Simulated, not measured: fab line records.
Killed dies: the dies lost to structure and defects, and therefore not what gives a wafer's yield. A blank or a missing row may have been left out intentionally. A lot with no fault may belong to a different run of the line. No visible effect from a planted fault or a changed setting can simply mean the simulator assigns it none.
8D (eight disciplines) problem report, filled in by code | flow sky130 | the parts of the form that need people (team, actions taken, sign-off) are left out

## 1. WHAT WENT WRONG
At SKY_LDD_LDN_IMPLANT_08, beam-energy-keV averages 18.554 over 9 wafers from 3 lots, while fault-free wafers read 15.000, standard deviation 0.0047. So: +99 or more standard deviations from the usual mean.
Earliest sighting: wafer L940.1 on implanter-01 at day 28 17:43. The record holds 39 wafers of 13 lots with a number at this step. By rule, "out" or "out of limits" means more than 4 standard deviations away from the usual mean. The other wafers with a number count as sound.

## 2. WHAT IT IS; WHAT IT IS NOT
question                    | is                     | is not
which readings at this step | beam-energy-keV        | -
which lots                  | L940, L941, L942       | L924, L926, L927, L929, L930, L931, L934, L935, L946, L947
which wafers of those lots  | all that have a number | -
read on which tools         | implanter-01           | implanter-03, implanter-04
when                        | from day 28 17:43      | up to then (24 sound wafers); but 6 sound wafers of L946, L947 came after

## 3. SUSPECTS, AND WHAT RULES EACH OUT
Counting: a tool stays on the suspect list if, at a process step up to the reading, it processed all lots that are out and no sound lot following the first of them.
- implanter-01 at SKY_LDD_LDN_IMPLANT_08: kept. All lots that are out passed through it, beginning with L940 at day 28 17:43, and no sound lot followed; its final sound lot before that point was L930 at day 25 11:42. On those wafers its own readings are out: beam-energy-keV.
Left after counting: implanter-01 at SKY_LDD_LDN_IMPLANT_08.

## 4. THE CAUSE (what the simulator had put in)
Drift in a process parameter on implanter-01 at SKY_LDD_LDN_IMPLANT_08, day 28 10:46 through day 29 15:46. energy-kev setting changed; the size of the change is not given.
Only this tool survived the counting.

## 5. THE CHAIN OF EFFECTS, in route order
One row per reading whose mean, taken over the struck wafers that have a number, lies over 3 standard deviations from the usual. Readings are gone through only where the record gives a usual standard deviation; hours: the median, over the lots, of the time from a lot's start at the first step in this table giving one to that lot's start at this step; sigmas: the change measured in usual standard deviations.
hours | step                   | reading         | usual  | on struck wafers | change | sigmas
0     | SKY_LDD_LDN_IMPLANT_08 | beam-energy-keV | 15.000 | 18.554           | +3.554 | +99 or more
Process steps it contains:
- SKY_LDD_LDN_IMPLANT_08
Later steps that measure or inspect, where all struck wafers having a row at the step show a number for every such reading and not one has moved that far: SKY_METAL1_OVL_MEAS_16.

## 6. HOW IT WOULD HAVE BEEN CAUGHT EARLIER
7 hours passed between the start of the fault at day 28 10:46 and the first reading out of limits in this record, taken at day 28 17:43.
